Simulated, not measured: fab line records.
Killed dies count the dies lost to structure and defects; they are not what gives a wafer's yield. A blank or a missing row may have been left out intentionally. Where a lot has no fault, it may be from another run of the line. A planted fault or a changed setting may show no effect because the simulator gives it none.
Matching of chambers -- flow gf180mcu -- GF_CONTACT_CMP_04 on cmp-01 has 4 sister chambers
The step polishes SiO2. 7 wafers are shown with their chamber, then 8 later ones without.

WAFERS PAIRED WITH THEIR CHAMBERS
wafer,chamber,motor-current-A (A),time-to-endpoint-s (s)
L546.6,2,9.3,114
L549.1,1,11.9,122
L549.6,1,11.9,130
L553.4,0,11.7,111
L553.5,3,8.5,120
L553.6,0,11.2,120
L554.1,3,9.0,101

WAFERS WITHOUT THEIR CHAMBER
wafer,motor-current-A (A),time-to-endpoint-s (s)
L554.2,9.4,109
L554.4,12.1,111
L555.2,11.3,113
L555.3,11.4,109
L555.4,9.4,118
L565.1,9.3,108
L565.2,9.2,110
L565.5,12.0,115

WHICH CHAMBER EACH ONE RAN IN
wafer,from the rows above,in truth
L554.2,can't be placed: 2 or 3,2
L554.4,can't be placed: 1 or 0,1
L555.2,can't be placed: 0 or 1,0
L555.3,can't be placed: 0 or 1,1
L555.4,can't be placed: 2 or 3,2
L565.1,can't be placed: 2 or 3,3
L565.2,can't be placed: 2 or 3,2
L565.5,can't be placed: 1 or 0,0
Correct placement for 0 of the 8. Cannot be placed on the basis of these rows: 8; the candidates contain the true chamber in 8. Number placed wrongly: 0.
How it was worked out, from the rows above alone: a wafer's distance from a chamber is the root of the sum, over the readings, of the square of ((its reading less the chamber's mean) divided by the reading's scatter). The wafer belongs to the nearest chamber; if the next one is less than 2 further off, it can't be placed. Each chamber's mean is taken over the wafers shown for it. How the scatter is found: for the shown wafers, subtract from each reading the mean of its chamber, square and add these, divide the total by (wafers less chambers), then take the root.
